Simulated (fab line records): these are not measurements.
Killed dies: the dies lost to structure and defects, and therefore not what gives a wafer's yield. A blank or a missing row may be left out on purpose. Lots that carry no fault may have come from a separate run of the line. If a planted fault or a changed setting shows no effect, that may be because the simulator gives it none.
A struck lot beside a sound one :: flow sky130 :: 17 out of 708 route steps
Sound: these wafers, L176.2, L176.3, L176.6. Struck: wafers L185.2, L185.4 (left out: L185.5, a lot-mate that was not struck); the cause follows at the end.
Order at every step that has rows: each side's tool, ch and its chambers, its first start. Under that, the readings that differ: sound wafers :: struck wafers :: difference of the means :: sigmas: that difference in standard deviations of wafers without a fault.
alike: same words and numbers on both sides, and readings whose means sit less than 2 such deviations apart. not compared: any withheld reading, any reading some wafer has no value for, any bound like >300 that may hide the same value, and any number with overlapping values for which the record gives no deviation.
A row with sigmas, a row that says differs or no value, or rows on one side alone: a step with any of these is where the two part. Numbers that don't overlap but have no deviation are shown without sigmas and don't part them. A reading that every wafer of one side lacks parts them only if that side has two wafers or more.

SKY_LDD_P_OVL_MEAS_08:
  struck on overlay-02, day 23 19:50; sound on overlay-02, day 20 09:50
  alike: LDD_P_OVL
next, for these wafers, 1 step has no rows: SKY_LDD_P_IMPLANT_09.
SKY_LDD_P_STRIP_10: strips in O2/N2.
  sound on plasma-asher-04 ch 0,1, day 20 10:01; struck on plasma-asher-03 ch 0,1, day 23 20:01
  alike: chamber-pressure-mTorr, drypump-motor-current-A, oes-product-au, strip-time-to-endpoint-s
  not compared: rf-hours-counter-h
SKY_LDD_P_TW_MEAS_11:
  struck on film-metro-02, day 23 20:08; sound on film-metro-02, day 20 10:08
  alike: LDD_P_TW
then, 7 steps without rows for these wafers: SKY_LDD_HVN_DEHYDRATE_00 (time 60 s); SKY_LDD_HVN_HMDS_01 (prime time 60 s); SKY_LDD_HVN_COAT_02 (resist thk 300 nm); SKY_LDD_HVN_SOFTBAKE_03 (time 57.99 s); SKY_LDD_HVN_EXPOSE_04 (exposes mask HVNTM, target cd 700 nm); SKY_LDD_HVN_PEB_05; SKY_LDD_HVN_DEVELOP_06 (develop time 60 s).
SKY_LDD_HVN_OVL_MEAS_07:
  struck on overlay-02, day 25 02:49; sound on overlay-01, day 21 16:38
  alike: LDD_HVN_OVL
SKY_LDD_HVN_IMPLANT_08:
  sound on implanter-01 ch 0, day 21 16:41; struck on implanter-01 ch 0, day 25 02:52
  alike: end-station-pressure-torr
SKY_LDD_HVN_STRIP_09: strips in O2/N2.
  sound on plasma-asher-04 ch 0,1, day 21 16:49; struck on plasma-asher-04 ch 0, day 25 03:00
  alike: chamber-pressure-mTorr, drypump-motor-current-A, oes-product-au, strip-time-to-endpoint-s
  not compared: rf-hours-counter-h
SKY_LDD_HVN_TW_MEAS_10:
  struck on film-metro-02, day 25 03:07; sound on film-metro-03, day 21 16:56
reading: LDD_HVN_TW
sound: 1441 1437 1441
struck: 1357 1354
difference: -84
sigmas: -8
then, 1 step without rows for these wafers: SKY_LDD_HVP_DEHYDRATE_00 (time 60 s).
-- here the record skips 24 days between the struck wafers' starts before and after, leaving off in module LDD_HVP and picking up in module PAD_OPEN (first step shown: number 708 of the route) --
SKY_PAD_OPEN_PROBE_99:
  struck on prober-01, day 48 20:33; sound on prober-01, day 46 15:29
reading: killed_at_M0_to_M3
sound: 52 49 41
struck: 17 39
difference: -19
sigmas: -3

reading: model.etest.tip_n_5v.rs-ohm-sq
sound: 1399 1393 1400
struck: 1674 1656
difference: +268
sigmas: 

reading: model.etest.tip_n_5v.rs-ohm-sq-range
sound: 32.79 12.73 27.92
struck: 308.9 285.4
difference: +272.7
sigmas: 

reading: model.etest.tip_n_5v.rs-ohm-sq-rim-less-centre
sound: -0.1875 6.929 -5.787
struck: -159.9 -121.4
difference: -141.0
sigmas: 

reading: model.etest.nfet-g5v0d10v5.r-on-ohm-um
sound: 1868 1849 1847
struck: 1946 1941
difference: +89
sigmas: 

reading: model.etest.nfet-g5v0d10v5.vt-sat-v (V)
sound: 0.7605 0.776 0.7635
struck: 0.7837 0.7817
difference: +0.0160
sigmas: 
  alike: killed_at_M4_up, killed-at-contacts, killed-at-front-end, killed-at-other, killed-dies, killed-open, killed-short
  not compared: model.etest.nfet-g5v0d10v5.vt-v-range

WHERE THEY PART
Last at SKY_PAD_OPEN_PROBE_99 as far as this record goes, first at SKY_LDD_HVN_TW_MEAS_10.

WHY: what had been put in by the simulator
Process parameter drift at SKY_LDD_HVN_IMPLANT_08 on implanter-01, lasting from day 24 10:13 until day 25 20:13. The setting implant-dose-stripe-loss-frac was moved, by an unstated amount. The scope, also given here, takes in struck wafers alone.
